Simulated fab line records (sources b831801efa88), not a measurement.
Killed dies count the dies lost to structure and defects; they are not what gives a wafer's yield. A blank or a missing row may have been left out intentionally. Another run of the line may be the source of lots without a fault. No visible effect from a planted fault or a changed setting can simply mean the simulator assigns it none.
One fault seen from 2 desks | flow sky130 | each desk has only its own numbers; what lay behind them comes last

AT THE METROLOGY DESK
What the gauges read, lot by lot, whatever tool the lot ran on: means of the sampled wafers that have a number. Marked OUT: a lot whose mean sits more than 4 standard deviations from the usual mean, which makes it out of limits; the brackets give that distance.
Columns: A = CAP2M_OVL at SKY_CAP2M_OVL_MEAS_12, usual -0.5 nm; B = METAL4_OVL at SKY_METAL4_OVL_MEAS_14, usual -4 nm; C = VIA4_HDPCVD_THK at SKY_VIA4_THK_MEAS_01, usual 1743 nm
lot  | first seen here | A    | B   | C
L769 | day 40 15:21    | -1.1 | -4  | 1728
L771 | day 41 06:25    | -1.6 | -9  | 1752
L772 | day 41 13:34    | -0.7 | -5  | 1718
L773 | day 41 22:12    | -0.7 | -0  | 1763
L774 | day 42 11:26    | -0.5 | -11 | 2125 (+18) OUT
L775 | day 42 21:02    | -0.5 | -5  | 2192 (+21) OUT
L777 | day 43 02:10    | -1.1 | -9  | 2166 (+20) OUT
L785 | day 45 23:33    | -1.2 | -10 | 1736
L787 | day 46 01:01    | 1.4  | -11 | 1740
L789 | day 46 03:46    | -1.9 | -4  | 1740
L790 | day 46 10:04    | -0.8 | -1  | 1740
L791 | day 46 12:05    | -1.1 | 1   | 1763
Finding of this desk: L774, L775, L777 out of limits, first seen on L774 at day 43 12:17 (VIA4_HDPCVD_THK at SKY_VIA4_THK_MEAS_01). L769, L771, L772, L773, L785, L787, L789, L790, L791: within limits.

AT THE TOOL OWNER'S DESK: hdpcvd-02
The tool's own readings at SKY_VIA4_HDPCVD_00 (deposits SiO2, target thk 1750 nm, time 291.7 s): means of the sampled wafers that have a number, for each lot that ran on this tool. Marked OUT: a lot whose mean sits more than 4 standard deviations from the usual mean, which makes it out of limits; the brackets give that distance.
Columns: A = run length s at SKY_VIA4_HDPCVD_00, usual 319.3 s
lot  | first seen here | A
L772 | day 42 15:13    | 318.8
L773 | day 42 22:42    | 319.3
L774 | day 43 12:05    | 389.3 (+99 or more) OUT
L775 | day 43 21:26    | 389.5 (+99 or more) OUT
L777 | day 44 02:38    | 389.1 (+99 or more) OUT
L785 | day 46 21:49    | 318.9
L789 | day 47 01:45    | 318.9
L790 | day 47 08:26    | 318.9
This desk's finding: out of limits on L774, L775, L777; first on L774, day 43 12:05 (run length s at SKY_VIA4_HDPCVD_00). L772, L773, L785, L789, L790: within limits.

ALL TOGETHER
The tool owner's desk could have raised an alarm at day 43 12:05, on L774, L775, L777.
On L774, L775, L777, the metrology desk was in a position to raise an alarm at day 43 12:17.
Every lot named ran SKY_VIA4_HDPCVD_00 on hdpcvd-02.

WHAT THE SIMULATOR PUT IN
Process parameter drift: hdpcvd-02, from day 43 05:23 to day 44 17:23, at SKY_VIA4_HDPCVD_00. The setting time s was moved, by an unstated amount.
Struck lots among those shown: L774, L775, L777.
Counting hours from when the fault started, the first reading out of limits came at 7 for the tool owner's desk and at 7 for the metrology desk.
